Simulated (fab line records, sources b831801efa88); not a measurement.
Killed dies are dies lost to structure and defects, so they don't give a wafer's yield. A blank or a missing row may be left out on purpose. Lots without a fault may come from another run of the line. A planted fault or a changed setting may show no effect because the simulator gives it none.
A struck lot beside a sound one | flow sky130 | 15 steps out of a route of 708
Sound: wafers L464.1, L464.3, L464.4. Struck: wafer L466.4. (L466.2, L466.3 of the same lot were not struck and are left out.) The cause comes at the end.
At each step with rows: each side's tool, then ch and its chambers, then its first start. Under that, the readings that differ: sound wafers | struck wafers | difference of the means | sigmas: that difference in standard deviations of wafers without a fault.
alike: readings whose means differ by less than 2 such deviations, and words and numbers that are the same on both sides. not compared: withheld readings, readings that some wafer has no value for, bounds like >300 that may hide the same value, and numbers for which the record gives no deviation and whose values overlap.
The two part at a step that has a row with sigmas, a row that says differs or no value, or rows on one side only. Numbers that don't overlap but have no deviation are shown without sigmas and don't part them. A reading that every wafer of one side lacks parts them only if that side has two wafers or more.

first, 8 steps without rows for these wafers: SKY_POLY_GATE_DEHYDRATE_05 (time 60 s); SKY_POLY_GATE_HMDS_06 (prime time 60 s); SKY_POLY_GATE_COAT_07 (resist thk 110 nm); SKY_POLY_GATE_COAT_08 (resist thk 450 nm); SKY_POLY_GATE_SOFTBAKE_09 (time 90 s); SKY_POLY_GATE_EXPOSE_10 (exposes mask P1M, target cd 150 nm); SKY_POLY_GATE_PEB_11; SKY_POLY_GATE_DEVELOP_12 (develop time 60 s).
SKY_POLY_GATE_CD_MEAS_13: target cd 150 nm.
  sound on cd_sem-01, day 17 11:34; struck on cd_sem-02, day 18 00:13
  alike: cd_nm
SKY_POLY_GATE_OVL_MEAS_14:
  sound on overlay-02, day 17 11:41; struck on overlay-01, day 18 00:19
  alike: POLY_GATE_OVL
SKY_POLY_GATE_ETCH_15: etches BARC in N2/H2, stops on SiO2, time 118.5 s, target depth 110 nm.
  sound on rie_diel-02 ch 0,2,3, day 17 11:43; struck on rie_diel-02 ch 0, day 18 00:21
  alike: drypump_motor_current_A, n2_flow_sccm, oes_product_au, throttle_valve_pct
  not compared: rf_hours_counter_h
SKY_POLY_GATE_ETCH_16: etches Si3N4 in CH3F/O2, stops on poly-Si, time 147.5 s, target depth 75 nm.
  sound on rie_diel-02 ch 0,2,3, day 17 11:48; struck on rie_diel-02 ch 0, day 18 00:26
  alike: drypump_motor_current_A, oes_product_au, throttle_valve_pct
  not compared: rf_hours_counter_h
SKY_POLY_GATE_ETCH_17: etches poly-Si in HBr/Cl2, stops on SiO2, target depth 180 nm, time 70.5 s.
  sound on rie_si-02 ch 0,1,2, day 17 11:54; struck on rie_si-02 ch 2, day 18 00:32
  reading                                          | sound             | struck | difference | sigmas
  oes_product_au (a.u.)                            | 0.985 0.982 0.981 | 0.826  | -0.157     | -30
  model.etch.depth_nm (nm)                         | 180.5 178.3 179.5 | 135.9  | -43.5      |
  model.POLY_GATE.feature_depth_nm (nm)            | 180.5 178.3 179.5 | 135.9  | -43.5      |
  model.KrF-thick_of_POLY_GATE_COAT_08.thk_nm (nm) | 140.5 142.3 140.7 | 165    | +24        |
  alike: drypump_motor_current_A, throttle_valve_pct
  not compared: rf_hours_counter_h
SKY_POLY_GATE_STRIP_18: strips in O2/N2.
  sound on plasma_asher-02 ch 0,1, day 17 11:57; struck on plasma_asher-02 ch 0, day 18 00:35
  reading                      | sound             | struck | difference | sigmas
  oes_product_au (a.u.)        | 0.366 0.362 0.358 | 0.378  | +0.016     | +3
  strip_time_to_endpoint_s (s) | 3.17 3.18 3.19    | 3.44   | +0.26      | +8
  alike: drypump_motor_current_A, n2_flow_sccm
  not compared: rf_hours_counter_h
then, 1 step without rows for these wafers: SKY_POLY_GATE_CLEAN_19 (cleans in SC1/SC2, time 150 s).

WHERE THEY PART
First at SKY_POLY_GATE_ETCH_17; last, within this record, at SKY_POLY_GATE_STRIP_18.

WHY: what the simulator had put in
Process parameter drift: rie_si-02, from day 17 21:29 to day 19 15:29, at SKY_POLY_GATE_ETCH_17. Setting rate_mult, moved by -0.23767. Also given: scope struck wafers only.
